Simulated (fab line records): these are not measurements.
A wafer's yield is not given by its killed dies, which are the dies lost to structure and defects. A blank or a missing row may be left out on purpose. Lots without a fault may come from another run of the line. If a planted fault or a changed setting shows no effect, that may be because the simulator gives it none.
Struck lot and sound lot, side by side    flow sky130    35 steps out of a route of 708
Sound: the wafers L684.2, L684.4, L684.5. Wafers L672.2, L672.3, L672.6 were the ones struck. The cause is given at the end.
For every step that has rows: the tool of each side, followed by ch and its chambers, followed by its first start. Under that, the readings that differ: sound wafers    struck wafers    difference of the means    sigmas: that difference in standard deviations of wafers without a fault.
alike: same words and numbers on both sides, and readings whose means sit less than 2 such deviations apart. not compared: any withheld reading, any reading some wafer has no value for, any bound like >300 that may hide the same value, and any number with overlapping values for which the record gives no deviation.
Wherever a step has rows on one side only, a row that says differs or no value, or a row with sigmas, the two part there. Non-overlapping numbers with no deviation appear without sigmas and do not part them. A reading missing from all wafers of one side parts the sides only when that side holds two or more wafers.

SKY_SD_P_CD_MEAS_07 targets a cd of 380 nm.
  sound on cd_sem-01 at day 28 00:14; struck on cd_sem-02 at day 24 11:39
  alike: cd_nm
SKY_SD_P_OVL_MEAS_08:
  sound on overlay-02 at day 28 00:20; struck on overlay-01 at day 24 11:46
reading        sound           struck         difference  sigmas
SD_P_OVL (nm)  -4.6 -2.4 -4.0  0.3 -0.3 -0.3  +3.6        +2
then, 1 step without rows for these wafers: SKY_SD_P_IMPLANT_09.
SKY_SD_P_STRIP_10: strips in O2/N2.
  sound on plasma_asher-01 ch 0,1, day 28 00:31; struck on plasma_asher-02 ch 0,1, day 24 11:56
  alike: chamber_pressure_mTorr, drypump_motor_current_A, oes_product_au, strip_time_to_endpoint_s
  not compared: rf_hours_counter_h
SKY_SD_P_TW_MEAS_11:
  sound on film_metro-02 at day 28 00:38; struck on film_metro-04 at day 24 12:03
  alike: SD_P_TW
then, 7 steps without rows for these wafers: SKY_RES_XHIGH_DEHYDRATE_00 (time 60 s); SKY_RES_XHIGH_HMDS_01 (prime time 60 s); SKY_RES_XHIGH_COAT_02 (resist thk 1140 nm); SKY_RES_XHIGH_SOFTBAKE_03 (time 60 s); SKY_RES_XHIGH_EXPOSE_04 (exposes mask URPM, target cd 1270 nm); SKY_RES_XHIGH_PEB_05; SKY_RES_XHIGH_DEVELOP_06 (develop time 60 s).
SKY_RES_XHIGH_IMPLANT_07:
  sound on implanter-04 ch 0, day 29 03:17; struck on implanter-01 ch 0, day 25 16:07
reading             sound                          struck                      difference  sigmas
beam_on_s (s)       43 44 44                       10 10 10                    -34         -9
dose_ions_cm2       3.601e+14 3.602e+14 3.597e+14  3.58e+13 3.62e+13 3.56e+13  -3.24e+14   -99 or more
faraday_current_uA  468 461 461                    199 209 205                 -259        -5
SKY_RES_XHIGH_STRIP_08: strips in O2/N2.
  sound on plasma_asher-04 ch 0,1, day 29 03:25; struck on plasma_asher-02 ch 0,1, day 25 16:14
reading                       sound              struck             difference  sigmas
oes_product_au (a.u.)         0.706 0.707 0.709  0.718 0.710 0.721  +0.009      +2
strip_time_to_endpoint_s (s)  14.25 14.28 14.30  14.14 14.15 14.13  -0.14       -4
  alike: chamber_pressure_mTorr, drypump_motor_current_A
  not compared: rf_hours_counter_h
SKY_RES_XHIGH_TW_MEAS_09:
  sound on film_metro-04 at day 29 03:31; struck on film_metro-04 at day 25 16:23
reading       sound           struck       difference  sigmas
RES_XHIGH_TW  1611 1615 1613  801 782 786  -823        -99 or more
then, 7 steps without rows for these wafers: SKY_SD_N_DEHYDRATE_00 (time 60 s); SKY_SD_N_HMDS_01 (prime time 60 s); SKY_SD_N_COAT_02 (resist thk 1140 nm); SKY_SD_N_SOFTBAKE_03 (time 60 s); SKY_SD_N_EXPOSE_04 (exposes mask NSDM, target cd 380 nm); SKY_SD_N_PEB_05; SKY_SD_N_DEVELOP_06 (develop time 60 s).
SKY_SD_N_CD_MEAS_07 targets a cd of 380 nm.
  sound on cd_sem-01 at day 30 07:22; struck on cd_sem-01 at day 26 20:21
  alike: cd_nm
SKY_SD_N_OVL_MEAS_08:
  sound on overlay-02 at day 30 07:28; struck on overlay-02 at day 26 20:28
reading        sound           struck          difference  sigmas
SD_N_OVL (nm)  -0.7 -0.2 -1.3  -4.6 -5.0 -3.3  -3.6        -3
then, 2 steps without rows for these wafers: SKY_SD_N_IMPLANT_09; SKY_SD_N_IMPLANT_10.
SKY_SD_N_STRIP_11: strips in O2/N2.
  sound on plasma_asher-01 ch 0,1, day 30 07:47; struck on plasma_asher-03 ch 0,1, day 26 20:47
  alike: chamber_pressure_mTorr, drypump_motor_current_A, oes_product_au, strip_time_to_endpoint_s
  not compared: rf_hours_counter_h
SKY_SD_N_TW_MEAS_12:
  sound on film_metro-04 at day 30 07:54; struck on film_metro-01 at day 26 20:54
  alike: SD_N_TW
then, 1 step without rows for these wafers: SKY_SD_N_CLEAN_13 (cleans in SC1/SC2, time 150 s).
SKY_SD_N_RTA_14: time 2 s.
  sound on rtp_anneal-02 ch 0, day 30 08:01; struck on rtp_anneal-02 ch 0, day 26 21:01
  alike: lamp_power_pct, wafer_temp_C_max
SKY_SD_N_RS_MEAS_16: uses a four-point probe to measure.
  sound on film_metro-04 at day 30 08:11; struck on film_metro-01 at day 26 21:12
  alike: SD_N_RS
SKY_SD_N_RS_MEAS_17: uses a four-point probe to measure.
  sound on film_metro-04 at day 30 08:19; struck on film_metro-01 at day 26 21:19
  alike: SD_P_RS
SKY_SD_N_RS_MEAS_18: uses a four-point probe to measure.
  sound on film_metro-04 at day 30 08:26; struck on film_metro-01 at day 26 21:26
reading                sound              struck                difference  sigmas
RES_XHIGH_RS (ohm/sq)  331.7 330.7 330.9  1945.1 2027.7 2031.8  +1670.4     +99 or more
then, 1 step without rows for these wafers: SKY_SALICIDE_CLEAN_00 (cleans in HF-last, time 30 s).
-- the record jumps here: 18 days lie between the struck wafers' starts before and after (it left off in module SALICIDE and takes up again in module PAD_OPEN, whose first step shown is number 708 of the route) --
SKY_PAD_OPEN_PROBE_99:
  sound on prober-02 at day 47 12:46; struck on prober-01 at day 45 05:02
reading                        sound     struck    difference  sigmas
killed_open                    57 45 55  32 40 39  -15         -2
model.etest.res_xhigh_po.open  0 0 0     1 1 1     +1          
  alike: killed_at_M0_to_M3, killed_at_M4_up, killed_at_contacts, killed_at_front_end, killed_at_other, killed_dies, killed_short

== WHERE THEY PART ==
Earliest at SKY_SD_P_OVL_MEAS_08; latest, in this record, at SKY_PAD_OPEN_PROBE_99.

WHY: what had been put in by the simulator
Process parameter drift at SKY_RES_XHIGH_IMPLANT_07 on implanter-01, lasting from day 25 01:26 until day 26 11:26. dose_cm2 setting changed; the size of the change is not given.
